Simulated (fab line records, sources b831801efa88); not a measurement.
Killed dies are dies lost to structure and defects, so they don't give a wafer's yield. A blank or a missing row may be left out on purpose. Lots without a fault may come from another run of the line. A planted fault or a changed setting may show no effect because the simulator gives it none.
fab line records | flow sky130
record lots=24 wafers=72 last_day=50
route steps=708 shown LOCAL_INTERCONNECT@387 CONTACT@424 VIA2@529 VIA3@594
lots that met no fault: from a run of the same line without faults
start_h: hours from the record's first day to the start of the lot's first wafer shown | wait_h: hours since the lot's step before | " the same as in the row above | L1.1+2: a row that stands for several wafers | - no value, or no start given | * or withheld: withheld | < > ~ a bound
route shown NAME@n: a module of which the file shows steps, and the number in the route of the first | usual: mean/standard deviation of fault-free wafers | same: alike in all rows | chamber/n: place in a boat | sites: the reading at each site | _std_site: their standard deviation | _edge_site: outer sites' mean less inner sites' | radius_mm: how far each site lies from the wafer's centre | mask NAME#n: copy n | behind: the tool/chamber that last shaped the wafer | hold: why the lot was held/for how many hours/how that ended | device: the transistor (n, p or np) that didn't switch | end of line: the same wafers' tests at the end of the route | a step without rows: its recipe alone | killed: dies lost to structure and defects at the first sort, not the wafer's yield | map: a wafer's dies, x killed, . not, _ none there
set.NAME: the setting as run; set.NAME@STEP: as run at that earlier step | model.NAME: the simulator's own value behind a step, which no gauge read
steps of the route over a sample of lots; a table a step, a row a wafer
services: from which hour (start_h, from the record's first day; less than 0 if before it) a tool's chamber was out of use, for how many hours, and why
## steps
# step SKY_LOCAL_INTERCONNECT_SPUTTER_00
# recipe material=TiN target_thk_nm=100 temp_c=300 power_w=6500 time_s=83.3 chamber_pressure_pa=0.4
# usual cathode_dc_power_W=6500.0/1.2 throttle_valve_pct=30.4/0.62
# columns lot.wafer tool chamber start_h wait_h cathode_dc_power_W throttle_valve_pct
L074.1 pvd_sputter-03 - 679.51 0.1 6500.3 30.9
L074.3 " - " " 6502.5 30.9
L074.4 " - " " 6500.9 31.3
L075.1 pvd_sputter-02 - 680.17 0.2 6499.3 30.5
L075.2 " - " " 6501.2 30.1
L075.5 " - " " 6503.4 30.6
L076.1 pvd_sputter-03 - 697.18 0.2 6501.3 30.8
L076.4 " - " " 6498.6 31.0
L076.5 " - " " 6500.1 30.5
L077.1 pvd_sputter-03 - 704.10 0.2 6501.2 31.1
L077.4 " - " " 6497.8 30.4
L077.6 " - " " 6502.0 31.2
L078.2 pvd_sputter-02 - 706.70 0.1 6498.3 29.9
L078.4 " - " " 6501.0 29.7
L078.5 " - " " 6500.4 29.4
L080.3 pvd_sputter-03 - 724.14 0.2 6499.7 30.6
L080.4 " - " " 6499.0 31.0
L080.6 " - " " 6499.9 30.7
L079.2 pvd_sputter-04 - 729.07 0.1 6498.2 29.8
L079.4 " - " " 6501.1 29.9
L079.6 " - " " 6501.7 30.3
L081.3 pvd_sputter-02 - 751.20 0.2 6499.4 30.5
L081.4 " - " " 6498.4 29.7
L081.5 " - " " 6501.4 29.4
L082.3 pvd_sputter-02 - 752.73 0.1 6501.1 30.1
L082.4 " - " " 6498.5 30.7
L082.6 " - " " 6499.7 29.5
L083.1 pvd_sputter-02 - 755.45 0.2 6499.9 30.2
L083.4 " - " " 6499.6 30.1
L083.5 " - " " 6499.8 30.0
L084.2 pvd_sputter-02 - 762.17 0.2 6500.1 30.0
L084.3 " - " " 6501.0 29.8
L084.5 " - " " 6499.8 30.1
L085.1 pvd_sputter-02 - 774.56 0.2 6501.2 29.8
L085.2 " - " " 6499.4 30.5
L085.6 " - " " 6500.3 29.6
L086.2 pvd_sputter-03 - 782.50 0.1 6500.3 31.0
L086.4 " - " " 6497.6 31.3
L086.5 " - " " 6498.9 30.5
L087.3 pvd_sputter-02 - 788.02 0.1 6501.8 30.2
L087.4 " - " " 6500.3 30.5
L087.6 " - " " 6500.4 29.9
L088.2 pvd_sputter-03 - 788.72 0.1 6501.3 30.9
L088.3 " - " " 6499.6 30.8
L088.6 " - " " 6498.6 30.7
L089.2 pvd_sputter-03 - 797.42 0.1 6502.7 31.6
L089.3 " - " " 6502.1 30.9
L089.4 " - " " 6500.0 30.5
L090.1 pvd_sputter-03 - 803.86 0.2 6499.1 30.4
L090.2 " - " " 6498.9 31.2
L090.6 " - " " 6500.6 30.5
L091.1 pvd_sputter-03 - 812.75 0.2 6500.9 31.1
L091.2 " - " " 6499.8 30.7
L091.5 " - " " 6497.9 30.7
L092.1 pvd_sputter-03 - 823.77 0.2 6499.8 30.7
L092.4 " - " " 6500.4 30.7
L092.6 " - " " 6500.1 30.7
L093.1 pvd_sputter-03 - 830.15 0.1 6500.2 30.7
L093.3 " - " " 6500.1 30.7
L093.6 " - " " 6500.8 30.7
L094.2 pvd_sputter-02 - 830.66 0.1 6499.6 29.3
L094.3 " - " " 6500.3 30.8
L094.6 " - " " 6500.9 29.5
L095.4 pvd_sputter-04 - 837.18 0.1 6499.6 30.0
L095.5 " - " " 6500.1 29.8
L095.6 " - " " 6498.7 29.7
L096.3 pvd_sputter-04 - 842.78 0.1 6497.5 29.9
L096.4 " - " " 6499.9 30.3
L096.6 " - " " 6498.7 29.7
L097.2 pvd_sputter-03 - 854.98 0.1 6499.0 30.8
L097.3 " - " " 6501.2 31.7
L097.5 " - " " 6502.1 30.3
# step SKY_CONTACT_ETCH_18
# recipe target=Si3N4 chemistry=CHF3/O2 stop_on=TiN source_w=606.1 bias_w=200 pressure_mtorr=40 chf3_flow_sccm=50 O2_flow_sccm=5 time_s=39 target_depth_a=750
# usual drypump_motor_current_A=5.5/0.41 oes_product_au=0.853/0.0072 throttle_valve_pct=8.793/0.0094
# columns lot.wafer tool chamber start_h wait_h drypump_motor_current_A oes_product_au rf_hours_counter_h throttle_valve_pct
L074.1 rie_diel-02 1 - - 5.9 0.851 15 8.805
L074.3 " 2 " " 5.3 0.854 0 8.808
L074.4 " 0 " " 5.2 0.855 28 8.800
L075.1 rie_diel-03 3 - - 5.1 0.844 0 8.779
L075.2 " 1 " " 6.2 0.849 15 8.797
L075.5 " 3 " " 5.1 0.850 - 8.797
L076.1 rie_diel-04 2 - - 5.7 0.844 3 8.805
L076.4 " 1 " " 5.6 0.848 3 8.786
L076.5 " 2 " " 5.7 0.858 - 8.793
L077.1 rie_diel-04 2 - - 5.7 0.848 3 8.789
L077.4 " 3 " " 5.0 0.858 35 8.778
L077.6 " 1 " " 5.5 0.856 - 8.796
L078.2 rie_diel-04 1 - - 5.5 0.854 4 8.779
L078.4 " 0 " " 4.9 0.860 11 8.793
L078.5 " 2 " " 5.7 0.854 - 8.798
L080.3 rie_diel-02 3 - - 5.2 0.850 37 8.788
L080.4 " 1 " " 5.9 0.858 16 8.801
L080.6 " 1 " " 5.9 0.861 - 8.800
L079.2 rie_diel-04 3 - - 5.0 0.858 36 8.784
L079.4 " 0 " " 4.9 0.848 11 8.812
L079.6 " 2 " " 5.7 0.850 - 8.800
L081.3 rie_diel-02 0 - - 5.3 0.852 29 8.793
L081.4 " 3 " " 5.2 0.851 38 8.800
L081.5 " 2 " " 5.3 0.852 - 8.776
L082.3 rie_diel-03 1 - - 6.2 0.861 17 8.791
L082.4 " 2 " " 6.1 0.870 16 8.806
L082.6 " 2 " " 6.1 0.849 - 8.796
L083.1 rie_diel-03 1 - - 6.2 0.847 17 8.797
L083.4 " 0 " " 5.3 0.861 8 8.781
L083.5 " 2 " " 6.1 0.858 - 8.792
L084.2 rie_diel-02 2 - - 5.3 0.843 2 8.790
L084.3 " 0 " " 5.3 0.859 29 8.778
L084.5 " 2 " " 5.3 0.853 - 8.801
L085.1 rie_diel-03 0 - - 5.3 0.854 9 8.791
L085.2 " 1 " " 6.2 0.855 18 8.801
L085.6 " 0 " " 5.3 0.852 - 8.776
L086.2 rie_diel-04 0 - - 4.9 0.847 13 8.775
L086.4 " 1 " " 5.5 0.858 7 8.787
L086.5 " 0 " " 4.9 0.852 - 8.792
L087.3 rie_diel-03 1 - - 6.2 0.865 18 8.774
L087.4 " 3 " " 5.1 0.861 4 8.797
L087.6 " 1 " " 6.3 0.864 - 8.809
L088.2 rie_diel-04 3 - - 5.0 0.847 1 8.800
L088.3 " 1 " " 5.6 0.849 7 8.801
L088.6 " 3 " " 5.0 0.857 - 8.773
L089.2 rie_diel-02 3 - - 5.2 0.841 1 8.777
L089.3 " 2 " " 5.3 0.845 4 8.785
L089.4 " 2 " " 5.3 0.868 - 8.789
L090.1 rie_diel-02 2 - - 5.3 0.855 4 8.800
L090.2 " 1 " " 5.9 0.847 19 8.780
L090.6 " 1 " " 6.0 0.852 - 8.803
L091.1 rie_diel-02 2 - - 5.3 0.844 4 8.808
L091.2 " 3 " " 5.2 0.856 1 8.806
L091.5 " 3 " " 5.2 0.860 - 8.808
L092.1 rie_diel-02 0 - - 5.3 0.854 0 8.798
L092.4 " 3 " " 5.2 0.853 2 8.794
L092.6 " 3 " " 5.2 0.851 - 8.801
L093.1 rie_diel-02 0 - - 5.3 0.839 0 8.801
L093.3 " 1 " " 6.0 0.844 20 8.803
L093.6 " 3 " " 5.2 0.860 - 8.803
L094.2 rie_diel-02 0 - - 5.3 0.850 1 8.790
L094.3 " 1 " " 5.9 0.856 20 8.802
L094.6 " 3 " " 5.2 0.857 - 8.815
L095.4 rie_diel-02 1 - - 6.0 0.852 20 8.802
L095.5 " 1 " " 5.9 0.852 - 8.799
L095.6 " 2 " " 5.3 0.861 - 8.780
L096.3 rie_diel-04 3 - - 5.0 0.838 3 8.797
L096.4 " 0 " " 4.9 0.854 15 8.783
L096.6 " 1 " " 5.6 0.854 - 8.780
L097.2 rie_diel-03 1 - - 6.2 0.834 21 8.796
L097.3 " 2 " " 6.1 0.838 19 8.794
L097.5 " 1 " " 6.2 0.853 - 8.805
# step SKY_CONTACT_STRIP_19
# recipe chemistry=O2/N2 power_w=1400 pressure_mtorr=1500 platen_temp_c=withheld o2_flow_sccm=3000 n2_flow_sccm=300 overash_fraction=0.5
# usual drypump_motor_current_A=5.9/0.5 oes_product_au=0.381/0.0049 strip_time_to_endpoint_s=3.63/0.036
# columns lot.wafer tool chamber start_h wait_h drypump_motor_current_A oes_product_au rf_hours_counter_h strip_time_to_endpoint_s
L074.1 plasma_asher-03 1 736.43 - 5.8 0.380 30 3.63
L074.3 " 0 " " 5.5 0.386 - 3.62
L074.4 " 1 " " 5.8 0.374 - 3.65
L075.1 plasma_asher-04 1 737.58 - 6.2 0.380 83 3.65
L075.2 " 0 " " 6.4 0.380 83 3.60
L075.5 " 0 " " 6.4 0.377 - 3.63
L076.1 plasma_asher-04 0 754.74 - 6.4 0.375 84 3.63
L076.4 " 1 " " 6.2 0.381 - 3.55
L076.5 " 1 " " 6.2 0.382 - 3.65
L077.1 plasma_asher-03 0 760.68 - 5.4 0.385 33 3.66
L077.4 " 0 " " 5.4 0.387 - 3.64
L077.6 " 1 " " 5.9 0.372 - 3.61
L078.2 plasma_asher-03 0 762.83 - 5.5 0.384 33 3.61
L078.4 " 0 " " 5.5 0.390 - 3.72
L078.5 " 1 " " 5.8 0.383 - 3.68
L080.3 plasma_asher-02 1 780.76 - 4.8 0.379 - 3.58
L080.4 " 0 " " 6.1 0.388 - 3.62
L080.6 " 1 " " 4.8 0.384 - 3.61
L079.2 plasma_asher-04 1 784.84 - 6.2 0.388 87 3.64
L079.4 " 0 " " 6.4 0.389 - 3.67
L079.6 " 0 " " 6.4 0.382 - 3.63
L081.3 plasma_asher-02 1 807.16 - 4.7 0.375 - 3.66
L081.4 " 0 " " 6.1 0.376 - 3.61
L081.5 " 0 " " 6.1 0.384 - 3.59
L082.3 plasma_asher-04 0 808.16 - 6.4 0.382 - 3.65
L082.4 " 1 " " 6.2 0.384 - 3.63
L082.6 " 0 " " 6.4 0.378 - 3.62
L083.1 plasma_asher-04 1 809.76 - 6.2 0.384 89 3.66
L083.4 " 0 " " 6.4 0.377 - 3.69
L083.5 " 0 " " 6.4 0.385 - 3.63
L084.2 plasma_asher-03 1 817.81 - 5.8 0.383 38 3.61
L084.3 " 1 " " 5.9 0.379 - 3.67
L084.5 " 0 " " 5.5 0.379 - 3.62
L085.1 plasma_asher-04 1 829.46 - 6.2 0.382 91 3.68
L085.2 " 0 " " 6.4 0.369 91 3.64
L085.6 " 0 " " 6.4 0.379 - 3.67
L086.2 plasma_asher-03 1 837.13 - 5.8 0.386 40 3.71
L086.4 " 1 " " 5.8 0.379 - 3.58
L086.5 " 0 " " 5.5 0.386 - 3.69
L087.3 plasma_asher-02 1 842.30 - 4.8 0.380 - 3.65
L087.4 " 0 " " 6.1 0.385 - 3.63
L087.6 " 1 " " 4.8 0.375 - 3.63
L088.2 plasma_asher-02 0 843.99 - 6.1 0.386 10 3.65
L088.3 " 0 " " 6.1 0.374 - 3.57
L088.6 " 0 " " 6.1 0.388 - 3.63
L089.2 plasma_asher-03 1 852.20 - 5.8 0.381 41 3.65
L089.3 " 0 " " 5.4 0.375 - 3.64
L089.4 " 1 " " 5.8 0.381 - 3.63
L090.1 plasma_asher-03 1 858.54 - 5.8 0.385 42 3.61
L090.2 " 0 " " 5.4 0.383 42 3.63
L090.6 " 0 " " 5.5 0.379 - 3.61
L091.1 plasma_asher-04 0 867.43 - 6.4 0.389 96 3.61
L091.2 " 1 " " 6.2 0.380 96 3.61
L091.5 " 0 " " 6.4 0.388 - 3.63
L092.1 plasma_asher-04 1 877.66 - 6.2 0.384 97 3.69
L092.4 " 0 " " 6.4 0.380 - 3.61
L092.6 " 1 " " 6.2 0.376 - 3.63
L093.1 plasma_asher-02 1 883.64 - 4.8 0.381 12 3.70
L093.3 " 1 " " 4.8 0.376 - 3.60
L093.6 " 0 " " 6.1 0.381 - 3.59
L094.2 plasma_asher-04 0 884.68 - 6.4 0.378 98 3.71
L094.3 " 0 " " 6.4 0.384 - 3.64
L094.6 " 0 " " 6.4 0.381 - 3.60
L095.4 plasma_asher-04 1 891.57 - 6.2 0.383 - 3.64
L095.5 " 0 " " 6.4 0.383 - 3.62
L095.6 " 1 " " 6.2 0.386 - 3.59
L096.3 plasma_asher-04 1 896.40 - 6.2 0.388 - 3.66
L096.4 " 0 " " 6.4 0.376 - 3.69
L096.6 " 1 " " 6.2 0.380 - 3.61
L097.2 plasma_asher-04 0 908.08 - 6.4 0.375 100 3.63
L097.3 " 0 " " 6.3 0.379 - 3.61
L097.5 " 0 " " 6.3 0.380 - 3.63
# step SKY_VIA2_RS_MEAS_22
# recipe thk_meas_gauge=four-point-probe reads=W_of_VIA2_CVD_21+TiN_of_VIA2_SPUTTER_20
# usual VIA2_W_RS=0.269/0.0049
# columns lot.wafer tool chamber start_h wait_h VIA2_W_RS[ohm/sq]
L074.1 film_metro-02 - 851.09 0.1 0.271
L074.3 " - " " 0.266
L074.4 " - " " 0.273
L075.1 film_metro-02 - 851.95 0.1 0.276
L075.2 " - " " 0.270
L075.5 " - " " 0.272
L076.1 film_metro-02 - 866.98 0.1 0.278
L076.4 " - " " 0.274
L076.5 " - " " 0.274
L077.1 film_metro-03 - 874.25 0.1 0.276
L077.4 " - " " 0.275
L077.6 " - " " 0.272
L078.2 film_metro-02 - 875.21 0.1 0.265
L078.4 " - " " 0.271
L078.5 " - " " 0.280
L080.3 film_metro-02 - 894.05 0.1 0.272
L080.4 " - " " 0.267
L080.6 " - " " 0.272
L079.2 film_metro-02 - 896.87 0.1 0.267
L079.4 " - " " 0.267
L079.6 " - " " 0.272
L081.3 film_metro-02 - 919.33 0.1 0.268
L081.4 " - " " 0.261
L081.5 " - " " 0.261
L082.3 film_metro-03 - 919.64 0.1 0.272
L082.4 " - " " 0.263
L082.6 " - " " 0.273
L083.1 film_metro-01 - 920.16 0.1 0.275
L083.4 " - " " 0.265
L083.5 " - " " 0.268
L084.2 film_metro-03 - 929.42 0.1 0.276
L084.3 " - " " 0.275
L084.5 " - " " 0.262
L085.1 film_metro-03 - 938.89 0.1 0.270
L085.2 " - " " 0.262
L085.6 " - " " 0.260
L086.2 film_metro-03 - 946.97 0.1 0.263
L086.4 " - " " 0.272
L086.5 " - " " 0.263
L087.3 film_metro-01 - 951.07 0.1 0.270
L087.4 " - " " 0.265
L087.6 " - " " 0.263
L088.2 film_metro-02 - 951.98 0.1 0.273
L088.3 " - " " 0.271
L088.6 " - " " 0.265
L089.2 film_metro-02 - 959.54 0.1 0.273
L089.3 " - " " 0.276
L089.4 " - " " 0.271
L090.1 film_metro-03 - 967.10 0.1 0.274
L090.2 " - " " 0.262
L090.6 " - " " 0.264
L091.1 film_metro-03 - 973.00 0.1 0.274
L091.2 " - " " 0.268
L091.5 " - " " 0.266
L092.1 film_metro-03 - 982.77 0.1 0.269
L092.4 " - " " 0.268
L092.6 " - " " 0.269
L093.1 film_metro-02 - 988.64 0.1 0.268
L093.3 " - " " 0.274
L093.6 " - " " 0.266
L094.2 film_metro-01 - 990.97 0.1 0.271
L094.3 " - " " 0.259
L094.6 " - " " 0.262
L095.4 film_metro-03 - 994.18 0.1 0.266
L095.5 " - " " 0.269
L095.6 " - " " 0.260
L096.3 film_metro-02 - 1001.27 0.1 0.262
L096.4 " - " " 0.268
L096.6 " - " " 0.259
L097.2 film_metro-01 - 1011.83 0.1 0.265
L097.3 " - " " 0.265
L097.5 " - " " 0.270
# step SKY_VIA2_CMP_24
# recipe stop_on=SiO2 t_overpolish_s=20 down_force_psi=3.5 platen_rpm=60 target_thk_nm=0 pad_velocity_m_s=0.94248
# usual motor_current_A=10.9/1.2 overpolish_run_s=19.999/0.009 time_to_endpoint_s=101/4.8
# columns lot.wafer tool chamber start_h wait_h motor_current_A overpolish_run_s time_to_endpoint_s
L074.4 cmp-02 2 851.27 0.0 10.9 19.996 99
L074.3 " 3 " " 13.6 20.006 97
L074.1 " 1 " " 10.8 20.000 105
L075.2 cmp-02 0 852.25 0.2 10.8 20.006 95
L075.1 " 2 " " 12.0 20.003 98
L075.5 " 1 " " 10.2 19.995 105
L076.4 cmp-01 1 867.16 0.0 10.1 19.999 97
L076.1 " 0 " " 11.6 19.982 101
L076.5 " 1 " " 9.5 19.993 97
L077.1 cmp-01 0 874.43 0.1 10.9 20.002 101
L077.4 " 3 " " 10.6 20.003 99
L077.6 " 0 " " 11.8 20.017 104
L078.4 cmp-02 3 875.37 0.0 13.1 19.999 100
L078.2 " 1 " " 11.1 20.012 116
L078.5 " 3 " " 13.8 20.002 96
L080.4 cmp-01 0 894.24 0.1 12.2 20.006 105
L080.3 " 2 " " 10.0 19.997 99
L080.6 " 3 " " 10.1 19.991 103
L079.2 cmp-01 1 897.08 0.1 10.1 20.006 94
L079.4 " 3 " " 9.6 19.993 101
L079.6 " 0 " " 11.0 19.977 97
L081.4 cmp-02 0 919.52 0.1 10.4 20.009 103
L081.3 " 1 " " 10.9 20.004 114
L081.5 " 0 " " 10.5 20.003 100
L082.4 cmp-02 2 919.83 0.1 11.7 20.001 106
L082.3 " 3 " " 13.2 20.000 101
L082.6 " 2 " " 11.2 20.002 101
L083.1 cmp-02 3 920.34 0.1 12.4 19.996 94
L083.4 " 1 " " 10.9 19.991 109
L083.5 " 0 " " 10.1 19.998 98
L084.2 cmp-02 2 929.58 0.0 11.4 20.003 101
L084.3 " 3 " " 13.1 19.991 101
L084.5 " 2 " " 11.9 20.005 104
L085.1 cmp-02 2 939.17 0.1 11.0 19.994 104
L085.2 " 3 " " 13.3 19.991 102
L085.6 " 1 " " 10.8 19.998 113
L086.2 cmp-01 0 947.13 0.0 11.7 20.015 104
L086.4 " 1 " " 9.5 20.000 93
L086.5 " 1 " " 10.3 20.009 99
L087.4 cmp-01 1 951.26 0.1 10.2 19.988 96
L087.3 " 3 " " 10.5 19.997 104
L087.6 " 1 " " 10.0 19.999 99
L088.3 cmp-02 0 952.14 0.0 9.9 19.999 96
L088.2 " 3 " " 13.4 19.990 96
L088.6 " 0 " " 10.2 20.000 98
L089.2 cmp-01 3 959.70 0.0 10.3 19.983 103
L089.4 " 1 " " 9.7 20.010 94
L089.3 " 2 " " 9.5 20.013 96
L090.1 cmp-02 0 967.29 0.1 10.2 20.009 91
L090.2 " 3 " " 14.3 19.991 99
L090.6 " 0 " " 9.9 20.020 94
L091.1 cmp-01 2 973.28 0.1 9.4 19.985 96
L091.2 " 3 " " 9.4 20.011 104
L091.5 " 0 " " 11.2 20.002 103
L092.1 cmp-01 3 982.95 0.1 9.9 19.994 100
L092.4 " 2 " " 9.6 19.984 97
L092.6 " 3 " " 10.3 20.006 100
L093.1 cmp-02 0 988.82 0.1 9.8 20.001 90
L093.3 " 2 " " 11.5 20.011 97
L093.6 " 1 " " 10.8 19.992 103
L094.3 cmp-02 3 991.13 0.0 12.8 20.004 101
L094.2 " 1 " " 11.2 19.993 107
L094.6 " 0 " " 10.0 20.007 97
L095.4 cmp-01 3 994.39 0.1 10.4 19.983 101
L095.6 " 3 " " 9.9 19.991 106
L095.5 " 0 " " 11.6 20.003 99
L096.3 cmp-01 0 1001.46 0.1 11.0 20.007 102
L096.4 " 2 " " 9.2 20.004 103
L096.6 " 0 " " 11.7 20.001 102
L097.2 cmp-01 1 1012.04 0.1 10.3 19.994 99
L097.3 " 2 " " 9.5 20.014 102
L097.5 " 1 " " 9.6 20.011 96
# step SKY_VIA3_CVD_21
# recipe material=W target_thk_nm=390 time_s=117.31 temp_c=400 pressure_torr=40
# usual heater_power_w=842/69
# columns lot.wafer tool chamber start_h wait_h heater_power_w
L074.1 cvd_w-01 0 931.03 0.0 824
L074.3 " 0 " " 798
L074.4 " 1 " " 897
L075.1 cvd_w-01 0 931.63 0.0 816
L075.2 " 1 " " 901
L075.5 " 0 " " 833
L076.1 cvd_w-02 1 945.12 0.0 855
L076.4 " 1 " " 886
L076.5 " 1 " " 915
L077.1 cvd_w-02 1 953.95 0.0 874
L077.4 " 1 " " 881
L077.6 " 1 " " 877
L078.2 cvd_w-02 1 955.41 0.0 881
L078.4 " 0 " " 743
L078.5 " 0 " " 742
L080.3 cvd_w-01 1 971.85 0.1 920
L080.4 " 0 " " 830
L080.6 " 1 " " 912
L079.2 cvd_w-01 1 974.86 0.0 901
L079.4 " 1 " " 945
L079.6 " 0 " " 828
L081.3 cvd_w-01 0 994.63 0.1 830
L081.4 " 1 " " 927
L081.5 " 0 " " 830
L082.3 cvd_w-02 1 995.88 0.1 893
L082.4 " 0 " " 744
L082.6 " 1 " " 868
L083.1 cvd_w-01 1 996.61 0.0 895
L083.4 " 0 " " 837
L083.5 " 1 " " 909
L084.2 cvd_w-02 1 1004.12 0.0 882
L084.3 " 1 " " 898
L084.5 " 1 " " 886
L085.1 cvd_w-02 1 1014.12 0.0 875
L085.2 " 0 " " 732
L085.6 " 0 " " 743
L086.2 cvd_w-01 0 1020.46 0.0 834
L086.4 " 1 " " 916
L086.5 " 1 " " 916
L087.3 cvd_w-01 1 1025.46 0.1 929
L087.4 " 0 " " 838
L087.6 " 1 " " 915
L088.2 cvd_w-02 0 1026.06 0.0 757
L088.3 " 1 " " 884
L088.6 " 1 " " 873
L089.2 cvd_w-02 0 1031.62 0.0 730
L089.3 " 1 " " 890
L089.4 " 0 " " 758
L090.1 cvd_w-01 0 1040.88 0.0 804
L090.2 " 1 " " 924
L090.6 " 1 " " 946
L091.1 cvd_w-02 0 1046.67 0.0 737
L091.2 " 1 " " 884
L091.5 " 0 " " 731
L092.1 cvd_w-01 1 1055.21 0.0 917
L092.4 " 0 " " 808
L092.6 " 0 " " 829
L093.1 cvd_w-02 1 1061.13 0.0 897
L093.3 " 1 " " 877
L093.6 " 1 " " 889
L094.2 cvd_w-01 1 1061.92 0.0 919
L094.3 " 0 " " 835
L094.6 " 0 " " 803
L095.4 cvd_w-02 1 1065.85 0.1 899
L095.5 " 1 " " 864
L095.6 " 0 " " 728
L096.3 cvd_w-02 1 1071.87 0.1 883
L096.4 " 0 " " 758
L096.6 " 0 " " 728
L097.2 cvd_w-01 0 1081.24 0.0 843
L097.3 " 1 " " 941
L097.5 " 1 " " 917
## services
# columns tool chamber start_h hours kind
pvd_sputter-03 - 667.59 0.8 repair
cmp-01 - 682.92 1.2 repair
cmp-02 - 684.21 8.5 pm
cmp-01 - 697.10 0.3 repair
cmp-01 - 725.82 3.5 repair
cmp-01 - 737.27 2.6 repair
cmp-01 - 744.15 4.0 pm
plasma_asher-04 - 756.21 0.7 repair
plasma_asher-04 - 774.22 2.0 repair
plasma_asher-04 - 779.55 1.2 repair
cmp-01 - 817.20 0.9 repair
cmp-01 - 831.09 2.7 repair
cmp-01 - 835.00 17.5 pm
cvd_w-02 - 904.00 14.0 pm
cmp-02 - 912.53 4.0 pm
cmp-01 - 934.22 7.1 pm
cvd_w-01 - 944.07 14.6 pm
cmp-02 - 946.04 0.3 repair
cvd_w-02 - 958.67 2.8 pm
cmp-02 - 958.98 1.1 repair
cvd_w-02 - 962.29 2.4 repair
plasma_asher-04 - 970.43 4.3 repair
pvd_sputter-03 - 985.08 0.5 repair
plasma_asher-04 - 1009.51 4.9 repair
## key
fault none
